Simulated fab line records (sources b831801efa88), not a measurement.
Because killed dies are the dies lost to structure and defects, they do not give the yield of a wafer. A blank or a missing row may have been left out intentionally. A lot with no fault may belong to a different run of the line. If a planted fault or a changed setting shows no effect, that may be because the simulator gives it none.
A lot that was struck, set against a sound lot | flow sky130 | 26 steps out of a route of 708
Sound: the wafers L381.2, L381.5, L381.6. Struck: wafer L368.2 (left out: L368.1, L368.4 of the same lot, which were not struck); the cause appears at the end.
Each step with rows lists, per side, the tool, then ch with its chambers, then its first start. Under that, the readings that differ: sound wafers | struck wafers | difference of the means | sigmas: that difference in standard deviations of wafers without a fault.
alike: words and numbers the same on both sides, and readings whose means are apart by under 2 such deviations; not compared: readings that were withheld, readings missing a value for some wafer, numbers with overlapping values and no deviation given by the record, and bounds like >300 which may hide the same value.
The two part at a step that has a row with sigmas, a row that says differs or no value, or rows on one side only. Numbers that don't overlap but have no deviation are shown without sigmas and don't part them. Lack of a reading on every wafer of one side parts them only where that side has two or more wafers.

first, 9 steps without rows for these wafers: SKY_LI_CONTACT_ETCH_14 (etches BARC in N2/H2, stops on SiO2, time 45.9 s, target depth 60 nm); SKY_LI_CONTACT_ETCH_15 (etches PSG in C4F8/O2/Ar, stops on Si, target depth 600 nm); SKY_LI_CONTACT_STRIP_16 (strips in O2/N2); SKY_LI_CONTACT_CLEAN_17 (cleans in NMP, time 600 s); SKY_LI_CONTACT_PRE_CLEAN_18 (time 5.6 s); SKY_LI_CONTACT_SPUTTER_19 (material Ti, target thk 20 nm, time 106.37 s); SKY_LI_CONTACT_SPUTTER_20 (material TiN, target thk 20 nm, time 80 s); SKY_LI_CONTACT_CVD_21 (deposits W, target thk 400 nm, time 120.56 s); SKY_LI_CONTACT_CMP_24 (polishes, stops on PSG, t overpolish 20 s, target thk 0 nm).
SKY_LOCAL_INTERCONNECT_SPUTTER_00: material TiN, target thk 100 nm, time 83.3 s.
  sound on pvd-sputter-01, day 35 06:01; struck on pvd-sputter-01, day 31 07:49
  reading                                                | sound             | struck | difference | sigmas
  model.TiN_of_LOCAL_INTERCONNECT_SPUTTER_00.thk-nm (nm) | 101.1 100.8 100.6 | 86.39  | -14.44     |
  alike: throttle-valve-pct
SKY_LOCAL_INTERCONNECT_RS_MEAS_01: uses a four-point probe to measure.
  sound on film-metro-04, day 35 06:05; struck on film-metro-03, day 31 07:52
  reading                            | sound             | struck | difference | sigmas
  LOCAL_INTERCONNECT_TIN_RS (ohm/sq) | 14.02 14.01 14.06 | 16.43  | +2.40      | +14
SKY_LOCAL_INTERCONNECT_THK_MEAS_02: measures by xrf.
  sound on film-metro-04, day 35 06:12; struck on film-metro-03, day 31 07:59
  reading                         | sound            | struck | difference | sigmas
  LOCAL_INTERCONNECT_TIN_THK (nm) | 100.4 100.4 99.9 | 86.5   | -13.7      | -11
then, 9 steps without rows for these wafers: SKY_LOCAL_INTERCONNECT_DEHYDRATE_03 (time 60 s); SKY_LOCAL_INTERCONNECT_HMDS_04 (prime time 60 s); SKY_LOCAL_INTERCONNECT_COAT_05 (resist thk 60 nm); SKY_LOCAL_INTERCONNECT_COAT_06 (resist thk 450 nm); SKY_LOCAL_INTERCONNECT_SOFTBAKE_07 (time 90 s); SKY_LOCAL_INTERCONNECT_EXPOSE_08 (exposes mask LI1M, target cd 170 nm); SKY_LOCAL_INTERCONNECT_PEB_09; SKY_LOCAL_INTERCONNECT_DEVELOP_10 (develop time 60 s); SKY_LOCAL_INTERCONNECT_ETCH_13 (etches BARC in N2/H2, stops on SiO2, time 45.9 s, target depth 60 nm).
SKY_LOCAL_INTERCONNECT_METAL_ETCH_14: etches TiN in Cl2/BCl3, stops on PSG, target depth 110 nm, time 31.4 s.
  sound on rie-metal-03 ch 1, day 36 07:47; struck on rie-metal-01 ch 1, day 32 11:35
  reading                     | sound                | struck | difference                   | sigmas
  drypump-motor-current-A (A) | 6.2 6.2 6.2          | 5.4    | -0.8                         | -2
  oes-product-au (a.u.)       | 0.935 0.946 0.954    | 0.871  | -0.074                       | -9
  rf-hours-counter-h (h)      | - - -                | 14     | no value on the sound wafers |
  throttle-valve-pct (%)      | 21.908 21.903 21.893 | 21.963 | +0.062                       | +6
then, 1 step without rows for these wafers: SKY_LOCAL_INTERCONNECT_STRIP_15 (strips in O2/N2).
SKY_LOCAL_INTERCONNECT_STRIP_16: strips in post etch residue remover, time 1200 s.
  sound on wet-bench-02 ch 3, day 36 07:58; struck on wet-bench-01 ch 2, day 32 11:44
  reading                                                | sound             | struck | difference | sigmas
  model.TiN_of_LOCAL_INTERCONNECT_SPUTTER_00.thk-nm (nm) | 100.6 100.4 100.2 | 85.97  | -14.43     |
then, 1 step without rows for these wafers: SKY_LOCAL_INTERCONNECT_CLEAN_17 (cleans in IPA, time 180 s).
-- the record jumps here: 15 days lie between the struck wafers' starts before and after (it left off in module LOCAL_INTERCONNECT and takes up again in module PAD_OPEN, whose first step shown is number 708 of the route) --
SKY_PAD_OPEN_PROBE_99:
  sound on prober-02, day 50 01:13; struck on prober-02, day 47 12:02
  reading                        | sound             | struck | difference | sigmas
  model.etest.res-li.line-ohm-um | 74.9 75.79 74.61  | 88.15  | +13.05     |
  model.etest.res-li.rs-ohm-sq   | 12.76 12.74 12.66 | 14.87  | +2.15      |
  model.etest.mcon-chain.rc-ohm  | 16.77 17.07 16.46 | 17.39  | +0.62      |
  alike: killed_at_M0_to_M3, killed_at_M4_up, killed-at-contacts, killed-at-front-end, killed-at-other, killed-dies, killed-open, killed-short

## WHERE THEY PART
Last at SKY_LOCAL_INTERCONNECT_METAL_ETCH_14 as far as this record goes, first at SKY_LOCAL_INTERCONNECT_RS_MEAS_01. Later steps at which nothing parts them and some readings are alike: SKY_PAD_OPEN_PROBE_99.

WHY: what the simulator had put in
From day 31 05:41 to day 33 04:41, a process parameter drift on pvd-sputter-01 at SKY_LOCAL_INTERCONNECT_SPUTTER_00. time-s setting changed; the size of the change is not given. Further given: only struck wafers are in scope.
